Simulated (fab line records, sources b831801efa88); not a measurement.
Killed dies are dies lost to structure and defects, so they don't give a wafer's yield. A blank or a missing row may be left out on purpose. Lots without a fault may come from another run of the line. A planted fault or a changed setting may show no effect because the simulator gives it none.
fab line records | flow sky130
record lots=12 wafers=36 last_day=49
route steps=708 shown LDD_HVP@285 POLY_CUT@317 SD_N@356 SD_P@359 LI_CONTACT@375 PAD_OPEN@708
lots that met no fault: from a run of the same line without faults
start_h: hours from the record's first day to the start of the lot's first wafer shown | wait_h: hours since the lot's step before | " the same as in the row above | L1.1+2: a row that stands for several wafers | - no value, or no start given | * or withheld: withheld | < > ~ a bound
route shown NAME@n: a module of which the file shows steps, and the number in the route of the first | usual: mean/standard deviation of fault-free wafers | same: alike in all rows | chamber/n: place in a boat | sites: the reading at each site | _std_site: their standard deviation | _edge_site: outer sites' mean less inner sites' | radius_mm: how far each site lies from the wafer's centre | mask NAME#n: copy n | behind: the tool/chamber that last shaped the wafer | hold: why the lot was held/for how many hours/how that ended | device: the transistor (n, p or np) that didn't switch | end of line: the same wafers' tests at the end of the route | a step without rows: its recipe alone | killed: dies lost to structure and defects at the first sort, not the wafer's yield | map: a wafer's dies, x killed, . not, _ none there
set.NAME: the setting as run; set.NAME@STEP: as run at that earlier step | model.NAME: the simulator's own value behind a step, which no gauge read
steps of the route over a sample of lots; a table a step, a row a wafer
services: from which hour (start_h, from the record's first day; less than 0 if before it) a tool's chamber was out of use, for how many hours, and why
## steps
# step SKY_LDD_HVP_OVL_MEAS_07
# usual LDD_HVP_OVL=0.5/1.3
# columns lot.wafer tool chamber start_h wait_h LDD_HVP_OVL[nm]
L331.1 overlay-02 - 504.06 0.1 -0.8
L331.2 " - " " 0.5
L331.3 " - " " 0.1
L332.1 overlay-01 - 516.46 0.1 0.1
L332.2 " - " " 0.6
L332.4 " - " " 0.7
L334.1 overlay-02 - 550.66 0.1 0.6
L334.3 " - " " -2.5
L334.4 " - " " 0.5
L336.2 overlay-01 - 568.16 0.1 0.1
L336.4 " - " " 0.5
L336.5 " - " " 0.1
L337.1 overlay-01 - 574.21 0.1 0.3
L337.3 " - " " -3.0
L337.6 " - " " -1.2
L338.1 overlay-01 - 586.71 0.1 -0.5
L338.4 " - " " 0.6
L338.5 " - " " -1.5
L339.3 overlay-02 - 590.82 0.1 -0.1
L339.4 " - " " 0.8
L339.6 " - " " 0.5
L340.3 overlay-02 - 607.67 0.1 -2.1
L340.4 " - " " 0.3
L340.6 " - " " -2.0
L341.1 overlay-01 - 610.11 0.1 2.2
L341.5 " - " " 0.9
L341.6 " - " " 1.8
L346.1 overlay-02 - 640.81 0.1 1.9
L346.2 " - " " 0.8
L346.3 " - " " 2.2
L348.1 overlay-01 - 651.11 0.1 2.0
L348.2 " - " " -0.3
L348.5 " - " " 1.3
L350.3 overlay-01 - 666.46 0.1 0.5
L350.5 " - " " 0.2
L350.6 " - " " -0.6
# step SKY_POLY_CUT_ETCH_10
# recipe chemistry=N2/H2 target=BARC ion_energy_ev=200 source_w=500 bias_w=100 pressure_mtorr=30 n2_flow_sccm=100 h2_flow_sccm=200 stop_on=SiO2 time_s=45.9 target_depth_a=600
# usual drypump_motor_current_A=6.1/0.31 oes_product_au=0.854/0.0044 throttle_valve_pct=13.225/0.0088
# columns lot.wafer tool chamber start_h wait_h drypump_motor_current_A oes_product_au rf_hours_counter_h throttle_valve_pct
L331.1 rie_diel-03 2 577.81 0.0 6.3 0.852 4 13.223
L331.2 " 0 " " 5.8 0.858 7 13.239
L331.3 " 3 " " 6.3 0.853 9 13.233
L332.1 rie_diel-03 3 581.41 0.0 6.3 0.851 9 13.208
L332.2 " 0 " " 5.8 0.856 8 13.236
L332.4 " 2 " " 6.3 0.849 5 13.228
L334.1 rie_diel-03 2 611.49 0.0 6.3 0.857 5 13.228
L334.3 " 1 " " 6.2 0.851 19 13.239
L334.4 " 3 " " 6.4 0.850 9 13.234
L336.2 rie_diel-04 3 628.89 0.0 6.5 0.854 45 13.233
L336.4 " 1 " " 5.6 0.851 9 13.221
L336.5 " 3 " " 6.5 0.857 - 13.219
L337.1 rie_diel-04 3 635.06 0.0 6.6 0.857 45 13.227
L337.3 " 1 " " 5.6 0.857 9 13.216
L337.6 " 3 " " 6.6 0.852 - 13.224
L338.1 rie_diel-04 2 647.12 0.0 6.3 0.855 3 13.213
L338.4 " 3 " " 6.5 0.848 46 13.233
L338.5 " 0 " " 5.6 0.853 - 13.231
L339.3 rie_diel-02 0 652.41 0.0 5.6 0.862 15 13.220
L339.4 " 3 " " 6.4 0.862 31 13.203
L339.6 " 0 " " 5.6 0.857 - 13.230
L340.3 rie_diel-03 2 668.01 0.0 6.3 0.854 7 13.209
L340.4 " 1 " " 6.3 0.854 20 13.212
L340.6 " 2 " " 6.3 0.851 - 13.205
L341.1 rie_diel-04 2 669.86 0.0 6.4 0.860 3 13.230
L341.5 " 3 " " 6.5 0.860 - 13.227
L341.6 " 0 " " 5.6 0.855 - 13.219
L346.1 rie_diel-03 0 699.51 0.0 5.9 0.855 10 13.243
L346.2 " 3 " " 6.3 0.858 12 13.223
L346.3 " 2 " " 6.3 0.864 8 13.212
L348.1 rie_diel-04 0 709.76 0.0 5.6 0.858 42 13.209
L348.2 " 1 " " 5.6 0.852 11 13.216
L348.5 " 3 " " 6.5 0.854 - 13.232
L350.3 rie_diel-03 2 723.26 0.0 6.3 0.854 9 13.217
L350.5 " 3 " " 6.3 0.856 - 13.219
L350.6 " 2 " " 6.3 0.857 - 13.228
# step SKY_SD_N_RTA_14
# recipe temp_c=1075 time_s=2 idle_temp_c=650 ramp_up_c_per_s=150 ramp_down_c_per_s=90 ambient=N2
# usual lamp_power_pct=15.73/0.047 ramp_down_c_per_s=89.999/0.017 wafer_temp_C_max=1078.3/1.4
# columns lot.wafer tool chamber start_h wait_h lamp_power_pct ramp_down_c_per_s wafer_temp_C_max
L331.1 rtp_anneal-02 0 665.43 0.0 15.71 89.997 1080.8
L331.2 " 0 " " 15.76 89.999 1079.6
L331.3 " 0 " " 15.70 90.004 1078.5
L332.1 rtp_anneal-01 0 668.64 0.0 15.70 90.021 1078.3
L332.2 " 0 " " 15.66 89.977 1078.1
L332.4 " 0 " " 15.76 89.993 1078.3
L334.1 rtp_anneal-02 0 697.82 0.0 15.74 89.995 1079.8
L334.3 " 0 " " 15.81 90.020 1079.7
L334.4 " 0 " " 15.70 89.996 1075.7
L336.2 rtp_anneal-01 0 713.01 0.0 15.76 90.003 1077.2
L336.4 " 0 " " 15.72 89.978 1080.1
L336.5 " 0 " " 15.73 89.989 1078.6
L337.1 rtp_anneal-02 0 719.57 0.0 15.77 89.988 1075.7
L337.3 " 0 " " 15.70 90.015 1080.5
L337.6 " 0 " " 15.78 89.972 1079.0
L338.1 rtp_anneal-01 0 731.38 0.0 15.74 90.033 1080.5
L338.4 " 0 " " 15.79 89.983 1077.1
L338.5 " 0 " " 15.73 89.990 1076.9
L339.3 rtp_anneal-02 0 735.44 0.0 15.71 90.005 1078.5
L339.4 " 0 " " 15.78 90.002 1076.5
L339.6 " 0 " " 15.78 90.017 1080.4
L340.3 rtp_anneal-01 0 751.35 0.0 15.72 90.020 1080.2
L340.4 " 0 " " 15.74 89.985 1080.8
L340.6 " 0 " " 15.72 90.013 1079.7
L341.1 rtp_anneal-02 0 753.00 0.0 15.67 90.009 1077.7
L341.5 " 0 " " 15.75 90.013 1079.1
L341.6 " 0 " " 15.68 89.995 1077.3
L346.1 rtp_anneal-01 0 781.12 0.0 15.69 90.016 1077.4
L346.2 " 0 " " 15.74 90.002 1076.7
L346.3 " 0 " " 15.76 90.012 1079.6
L348.1 rtp_anneal-01 0 791.00 0.0 15.79 90.007 1079.2
L348.2 " 0 " " 15.74 89.996 1076.9
L348.5 " 0 " " 15.68 90.005 1076.0
L350.3 rtp_anneal-01 0 803.17 0.0 15.76 89.973 1076.9
L350.5 " 0 " " 15.76 90.023 1077.3
L350.6 " 0 " " 15.76 89.993 1076.6
# step SKY_SD_N_RS_MEAS_16
# recipe thk_meas_gauge=four-point-probe
# usual SD_N_RS=68.50/0.14
# columns lot.wafer tool chamber start_h wait_h SD_N_RS[ohm/sq]
L331.1 film_metro-04 - 665.61 0.1 68.65
L331.2 " - " " 68.80
L331.3 " - " " 68.67
L332.1 film_metro-01 - 668.82 0.1 68.31
L332.2 " - " " 68.33
L332.4 " - " " 68.33
L334.1 film_metro-01 - 697.99 0.1 68.46
L334.3 " - " " 68.43
L334.4 " - " " 68.28
L336.2 film_metro-01 - 713.19 0.1 68.46
L336.4 " - " " 68.29
L336.5 " - " " 68.43
L337.1 film_metro-04 - 719.74 0.1 68.99
L337.3 " - " " 68.67
L337.6 " - " " 68.67
L338.1 film_metro-02 - 731.55 0.1 68.36
L338.4 " - " " 68.33
L338.5 " - " " 68.51
L339.3 film_metro-01 - 735.63 0.1 68.40
L339.4 " - " " 68.51
L339.6 " - " " 68.61
L340.3 film_metro-02 - 751.54 0.1 68.46
L340.4 " - " " 68.37
L340.6 " - " " 68.47
L341.1 film_metro-02 - 753.17 0.1 68.56
L341.5 " - " " 68.60
L341.6 " - " " 68.48
L346.1 film_metro-04 - 781.29 0.1 71.29
L346.2 " - " " 71.40
L346.3 " - " " 71.38
L348.1 film_metro-02 - 791.17 0.1 71.17
L348.2 " - " " 71.10
L348.5 " - " " 71.26
L350.3 film_metro-02 - 803.36 0.1 71.13
L350.5 " - " " 70.98
L350.6 " - " " 71.23
# step SKY_SD_N_RS_MEAS_17
# recipe thk_meas_gauge=four-point-probe
# usual SD_P_RS=147.0/0.43
# columns lot.wafer tool chamber start_h wait_h SD_P_RS[ohm/sq]
L331.1 film_metro-04 - 665.73 0.1 147.1
L331.2 " - " " 147.3
L331.3 " - " " 147.2
L332.1 film_metro-01 - 668.94 0.1 146.3
L332.2 " - " " 146.2
L332.4 " - " " 146.3
L334.1 film_metro-01 - 698.11 0.1 146.8
L334.3 " - " " 146.5
L334.4 " - " " 146.6
L336.2 film_metro-01 - 713.31 0.1 147.2
L336.4 " - " " 146.6
L336.5 " - " " 147.2
L337.1 film_metro-04 - 719.86 0.1 147.7
L337.3 " - " " 147.6
L337.6 " - " " 147.5
L338.1 film_metro-02 - 731.67 0.1 146.4
L338.4 " - " " 146.8
L338.5 " - " " 147.0
L339.3 film_metro-01 - 735.75 0.1 146.7
L339.4 " - " " 146.6
L339.6 " - " " 147.3
L340.3 film_metro-02 - 751.66 0.1 147.5
L340.4 " - " " 146.7
L340.6 " - " " 147.4
L341.1 film_metro-02 - 753.29 0.1 147.1
L341.5 " - " " 147.2
L341.6 " - " " 147.1
L346.1 film_metro-04 - 781.41 0.1 162.4
L346.2 " - " " 162.6
L346.3 " - " " 162.8
L348.1 film_metro-02 - 791.29 0.1 161.9
L348.2 " - " " 162.2
L348.5 " - " " 162.2
L350.3 film_metro-02 - 803.48 0.1 162.0
L350.5 " - " " 162.4
L350.6 " - " " 162.5
# step SKY_LI_CONTACT_OVL_MEAS_13
# usual LI_CONTACT_OVL=-6/5.5
# columns lot.wafer tool chamber start_h wait_h LI_CONTACT_OVL[nm]
L331.1 overlay-01 - 693.80 0.1 -18
L331.2 " - " " -3
L331.3 " - " " -17
L332.1 overlay-01 - 697.57 0.1 -10
L332.2 " - " " -14
L332.4 " - " " -10
L334.1 overlay-01 - 726.47 0.1 0
L334.3 " - " " -3
L334.4 " - " " 5
L336.2 overlay-01 - 741.11 0.1 -9
L336.4 " - " " -7
L336.5 " - " " -13
L337.1 overlay-01 - 747.87 0.1 -3
L337.3 " - " " 8
L337.6 " - " " -11
L338.1 overlay-02 - 758.95 0.1 1
L338.4 " - " " 5
L338.5 " - " " 0
L339.3 overlay-02 - 763.58 0.1 -9
L339.4 " - " " -13
L339.6 " - " " -4
L340.3 overlay-02 - 779.12 0.1 -10
L340.4 " - " " -12
L340.6 " - " " -9
L341.1 overlay-01 - 780.88 0.1 -6
L341.5 " - " " -15
L341.6 " - " " -12
L346.1 overlay-01 - 807.41 0.1 -4
L346.2 " - " " 0
L346.3 " - " " -11
L348.1 overlay-02 - 817.43 0.1 -5
L348.2 " - " " -4
L348.5 " - " " -6
L350.3 overlay-02 - 827.53 0.1 -6
L350.5 " - " " -7
L350.6 " - " " -6
# step SKY_PAD_OPEN_PROBE_99
# usual killed_at_M0_to_M3=43/6.8 killed_at_M4_up=3.2/1.8 killed_at_contacts=24/6.2 killed_at_front_end=15/4.7 killed_at_other=0.4/0.63 killed_dies=86/9.6 killed_open=47/6.9 killed_short=39/6.3
# same gross_dies=492 killed_at_back_side=0
# columns lot.wafer tool chamber start_h wait_h killed_at_M0_to_M3 killed_at_M4_up killed_at_contacts killed_at_front_end killed_at_other killed_dies killed_open killed_short
L334.1 prober-02 - 1112.03 0.1 46 2 29 13 1 91 49 40
L334.3 prober-02 - 1112.13 0.2 51 3 15 15 0 84 47 37
L334.4 prober-02 - 1112.18 0.2 36 5 30 22 0 93 52 40
# killed by level:class
L334.1 VIA1:geometric_particle:open=15 CONTACT:geometric_particle:open=9 LI_CONTACT:geometric_particle:open=8 METAL1:geometric_particle:short=8 CONTACT:geometric_particle:short=5 VIA1:geometric_particle:short=4 METAL2:geometric_particle:short=4 VIA2:geometric_particle:short=4
L334.3 VIA3:geometric_particle:open=9 METAL2:geometric_particle:short=7 CONTACT:geometric_particle:open=6 VIA1:geometric_particle:open=6 VIA2:geometric_particle:open=6 FIELD_ISO:geometric_particle:open=5 LI_CONTACT:geometric_particle:open=5 VIA1:geometric_particle:short=5
L334.4 CONTACT:geometric_particle:open=12 VIA1:geometric_particle:open=9 POLY_GATE:geometric_particle:open=6 METAL2:geometric_particle:short=5 CONTACT:geometric_particle:short=5 LI_CONTACT:geometric_particle:open=5 POLY_GATE:geometric_particle:short=4 VIA4:geometric_particle:open=4
## services
# columns tool chamber start_h hours kind
rie_diel-02 0 604.15 2.1 repair
rie_diel-04 0 608.70 4.9 repair
rie_diel-04 2 671.14 2.8 repair
rie_diel-02 1 708.36 2.1 repair
rie_diel-03 0 710.23 3.5 repair
rie_diel-03 3 734.24 13.3 repair
rie_diel-03 0 739.67 11.4 repair
rie_diel-04 3 747.52 - clean
rie_diel-04 3 747.52 20.7 scheduled_down
rie_diel-04 3 747.52 20.7 vent_cycle
rie_diel-04 2 761.99 6.4 repair
rie_diel-04 0 775.25 - clean
rie_diel-04 0 775.25 22.8 scheduled_down
rie_diel-04 0 775.25 22.8 vent_cycle
rie_diel-02 - 780.89 0.5 repair
rie_diel-03 - 782.00 2.8 pm
rie_diel-02 3 798.42 - clean
rie_diel-02 3 798.42 28.9 scheduled_down
rie_diel-02 3 798.42 28.9 vent_cycle
## key
first_sign step=SKY_SD_N_RS_MEAS_16 reading=SD_N_RS direction=up sigmas=19 usual=68.50 struck=71.21
effect step=SKY_SD_N_RS_MEAS_17 reading=SD_P_RS direction=up sigmas=35 usual=147.0 struck=162.3
met_at SKY_SD_N_RTA_14
struck_lots L346,L348,L350
tester_left_out L346,L348,L350
not_acting_at SKY_LDD_HVP_OVL_MEAS_07,SKY_POLY_CUT_ETCH_10,SKY_LI_CONTACT_OVL_MEAS_13
onset_between 751.35 781.12
also_fits time
fault kind=process_parameter_drift tool=rtp_anneal-01 chamber=- onset_h=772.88 steps=SKY_SD_N_RTA_14 channel=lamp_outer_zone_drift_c offset=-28 shape=step end_h=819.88
# tester_left_out: of these lots the tester's yield and bins aren't shown, on N5 and GAA mostly nor the transistor test; their killed dies are dies lost to structure and defects alone, not to doping, threshold or leakage, so they don't give the yield
